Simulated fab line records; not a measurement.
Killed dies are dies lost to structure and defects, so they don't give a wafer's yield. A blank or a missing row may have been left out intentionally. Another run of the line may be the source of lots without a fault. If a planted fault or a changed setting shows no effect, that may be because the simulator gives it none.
What tool caused it? | flow gf180mcu | 42 wafers from 14 lots sampled at 2 of the route's 602 steps

WHAT THE GAUGES SHOWED, per wafer
GF_M3_THK_MEAS_06: measures by xrf.
lot  | measured     | on            | M3_ALCU_THK (nm)
L674 | day 20 22:52 | film-metro-03 | 447 448 446
L676 | day 21 12:45 | film-metro-02 | 440 437 437
L677 | day 21 19:01 | film-metro-04 | 438 437 439
L679 | day 22 09:59 | film-metro-04 | 437 435 441
L680 | day 22 23:47 | film-metro-02 | 437 432 436
L681 | day 23 10:00 | film-metro-03 | 441 438 442
L683 | day 23 21:29 | film-metro-02 | 441 442 439
L684 | day 24 06:41 | film-metro-04 | 442 444 442
L686 | day 24 22:08 | film-metro-03 | 435 432 433
L687 | day 25 06:35 | film-metro-03 | 441 443 441
L692 | day 27 00:53 | film-metro-04 | 439 441 443
L694 | day 27 12:22 | film-metro-03 | 437 437 436
L695 | day 27 14:58 | film-metro-04 | 436 437 436
L696 | day 27 23:50 | film-metro-04 | 438 438 437

GF_V3_CD_MEAS_14: target cd 260 nm.
lot  | measured     | on        | cd-nm (nm)
L674 | day 22 23:06 | cd-sem-01 | 260.0 259.6 259.8
L676 | day 23 12:22 | cd-sem-02 | 260.5 260.9 256.7
L677 | day 23 19:08 | cd-sem-02 | 258.8 260.8 260.6
L679 | day 24 08:49 | cd-sem-02 | 259.6 260.1 261.1
L680 | day 24 22:09 | cd-sem-02 | 260.4 260.1 261.9
L681 | day 25 08:03 | cd-sem-01 | 260.1 260.0 259.9
L683 | day 25 18:28 | cd-sem-02 | 260.4 259.9 259.0
L684 | day 26 03:20 | cd-sem-02 | 260.8 260.5 259.9
L686 | day 26 17:58 | cd-sem-01 | 260.4 259.7 259.7
L687 | day 27 02:29 | cd-sem-01 | 263.5 262.3 262.8
L692 | day 28 18:29 | cd-sem-01 | 260.7 259.8 262.5
L694 | day 29 04:49 | cd-sem-02 | 260.8 260.5 260.8
L695 | day 29 07:08 | cd-sem-01 | 258.5 258.5 259.1
L696 | day 29 15:35 | cd-sem-02 | 261.9 259.9 261.3

EACH LOT AND THE TOOL THAT RAN IT (in order: tool; ch and the chambers of the sampled wafers; start)
There is no process step in the record ahead of these readings.

AS READ BY THE TOOLS THEMSELVES (means over the sampled wafers that have a number; for cases with no such wafer, the mark the record gives instead)
The record holds no such reading with a usual standard deviation.

THE ANSWER, worked out from the rows above alone
Rule: the usual values come from the lots themselves. Put in order of their means at a reading, lots are off if they are a third of the lots or fewer, leave a main group of 4 or more, and stand apart from it by a gap of 3 or more times the standard deviation of the main group's means; of several such gaps the widest counts. A main group whose means are all the same, to the digits that the tables above print for the reading, isn't used. Also off: a lot with no number at a reading for which 4 or more lots have one. Any other lot the step has rows for is counted as sound. Order of review: gauges by route order, followed by the tools' own readings, for which a lot's mean as printed above is used. At the first step where some lot is off, the reading lying furthest off is the one used; lots without a number count as furthest.
No lot is off on any of the readings shown, so nothing can be concluded from this.

WHAT HAD BEEN PUT IN BY THE SIMULATOR
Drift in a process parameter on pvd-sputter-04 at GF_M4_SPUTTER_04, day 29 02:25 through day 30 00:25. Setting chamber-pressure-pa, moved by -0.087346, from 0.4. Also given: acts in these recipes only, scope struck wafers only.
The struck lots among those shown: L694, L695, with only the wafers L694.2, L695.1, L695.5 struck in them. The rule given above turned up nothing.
